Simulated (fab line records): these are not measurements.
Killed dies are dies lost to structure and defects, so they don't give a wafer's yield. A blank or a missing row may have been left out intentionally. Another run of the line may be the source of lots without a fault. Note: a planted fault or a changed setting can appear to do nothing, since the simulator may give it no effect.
Split-lot study + flow sky130 + route with 708 steps; 5 lots, 23 wafers read

THE SPLIT ITSELF
At SKY_CAPM_METAL_ETCH_13 (etches TiN in Cl2/BCl3, stops on SiO2, target depth 220 nm, time 62.9 s), the setting icp_w was moved away from the recipe's 900 W on 8 of the 23 wafers read, by -11.7% to -4.4%. For the rest of the wafers, this setting stayed at what the recipe calls for.

The reading comes from the split's own step.

THE READING
NOVOLAK_of_CAPM_COAT_07.thk_nm (the simulator's own value, which no gauge read), in nm, at SKY_CAPM_METAL_ETCH_13 (etches TiN in Cl2/BCl3, stops on SiO2, target depth 220 nm, time 62.9 s). The file does not state a usual value for it. The 15 wafers here that ran the recipe average 991.3 nm, standard deviation 3.1 nm.

| wafer  | tool, chamber at the split | icp_w as run, W | against the recipe | NOVOLAK_of_CAPM_COAT_07.thk_nm, nm | against lot-mates on the recipe |
|--------|----------------------------|-----------------|--------------------|------------------------------------|---------------------------------|
| L075.1 | rie_metal-04, 0            | 900             | recipe             | 990.4                              | -                               |
| L075.2 | rie_metal-04, 1            | 794.3           | -11.7%             | 1006                               | +15.2                           |
| L075.4 | rie_metal-04, 0            | 794.3           | -11.7%             | 1009                               | +18.2                           |
| L075.5 | rie_metal-04, 1            | 794.3           | -11.7%             | 1005                               | +14.2                           |
| L075.6 | rie_metal-04, 0            | 900             | recipe             | 991.2                              | -                               |
| L078.1 | rie_metal-01, 1            | 900             | recipe             | 995.7                              | -                               |
| L078.4 | rie_metal-01, 1            | 900             | recipe             | 995                                | -                               |
| L078.6 | rie_metal-01, 0            | 900             | recipe             | 992.2                              | -                               |
| L079.1 | rie_metal-04, 0            | 900             | recipe             | 991.6                              | -                               |
| L079.3 | rie_metal-04, 0            | 900             | recipe             | 990.1                              | -                               |
| L079.4 | rie_metal-04, 1            | 860.5           | -4.4%              | 997.8                              | +5.5                            |
| L079.5 | rie_metal-04, 1            | 900             | recipe             | 995.3                              | -                               |
| L079.6 | rie_metal-04, 0            | 860.5           | -4.4%              | 1002                               | +9.7                            |
| L084.1 | rie_metal-02, 0            | 900             | recipe             | 986.5                              | -                               |
| L084.3 | rie_metal-02, 0            | 833.1           | -7.4%              | 998.4                              | +13.0                           |
| L084.4 | rie_metal-02, 1            | 833.1           | -7.4%              | 998.8                              | +13.4                           |
| L084.5 | rie_metal-02, 1            | 833.1           | -7.4%              | 994.8                              | +9.4                            |
| L084.6 | rie_metal-02, 0            | 900             | recipe             | 984.2                              | -                               |
| L085.1 | rie_metal-01, 1            | 900             | recipe             | 992.4                              | -                               |
| L085.2 | rie_metal-01, 0            | 900             | recipe             | 989                                | -                               |
| L085.3 | rie_metal-01, 1            | 900             | recipe             | 993.6                              | -                               |
| L085.4 | rie_metal-01, 0            | 900             | recipe             | 993.5                              | -                               |
| L085.6 | rie_metal-01, 0            | 900             | recipe             | 988.9                              | -                               |

FIT RESULTS
A straight line over all 23 wafers: NOVOLAK_of_CAPM_COAT_07.thk_nm changes by -1.21 nm for each +1% of icp_w; r = -0.86; the points scatter about the line by 3.3 nm.
The same after taking each lot's own level away (the mean of its wafers on the recipe; 23 wafers): -1.42 nm for each +1%; r = -0.95; scatter 2 nm.
That fit puts the effect of the largest move of icp_w on the reading at 17 nm.
Measured against the standard deviation above, the lots' own levels, which go from 985.35 to 994.30 nm, span 2.8 times it.
So the slope is not independent of the lot-to-lot level: the two fits are not the same.
Check: with one of the wafers moved furthest among these (-11.7%) left out of the fit, the line predicts +17.4 nm for it against its lot-mates. Against them it came out at +15.2 nm.

ADDITIONAL SPLITS CARRIED BY THESE WAFERS
These wafers also went through other splits before the reading. Each is held against what the fit with the lots' levels taken away leaves over:
| other split on the same wafers          | wafers away from the commonest value | r with NOVOLAK_of_CAPM_COAT_07.thk_nm (lot level and that fit taken away) |
|-----------------------------------------|--------------------------------------|---------------------------------------------------------------------------|
| SKY_CONTACT_STRIP_19 power_w            | 12                                   | -0.17                                                                     |
| SKY_METAL1_COAT_09 resist_thk_nm        | 7                                    | +0.18                                                                     |
| SKY_VIA1_HDPCVD_00 sih4_flow_sccm       | 7                                    | +0.26                                                                     |
| SKY_VIA1_SPUTTER_20 chamber_pressure_pa | 18                                   | -0.01                                                                     |
| SKY_METAL2_SPUTTER_04 power_w           | 9                                    | +0.18                                                                     |
| SKY_VIA2_HDPCVD_00 sih4_flow_sccm       | 4                                    | -0.22                                                                     |
| SKY_VIA2_DEVELOP_11 dev_temp_c          | 11                                   | -0.21                                                                     |
| SKY_METAL3_SPUTTER_03 power_w           | 7                                    | +0.34                                                                     |

THE WHOLE CHAIN: every reading that the file lists as answering this split, in the file's order
| step                   | what it does                                                            | reading                                                                         | change (the file's fit)              | r (the file's) |
|------------------------|-------------------------------------------------------------------------|---------------------------------------------------------------------------------|--------------------------------------|----------------|
| SKY_CAPM_METAL_ETCH_13 | etches TiN in Cl2/BCl3, stops on SiO2, target depth 220 nm, time 62.9 s | NOVOLAK_of_CAPM_COAT_07.thk_nm (the simulator's own value, which no gauge read) | -1.44 nm for each +1% of the setting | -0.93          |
| SKY_CAPM_STRIP_14      | strips in O2/N2                                                         | strip_time_to_endpoint_s                                                        | withheld for each +1% of the setting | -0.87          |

THE FILE'S OWN FIT
NOVOLAK_of_CAPM_COAT_07.thk_nm changes by -1.44 nm for each +1% of icp_w, r = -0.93.
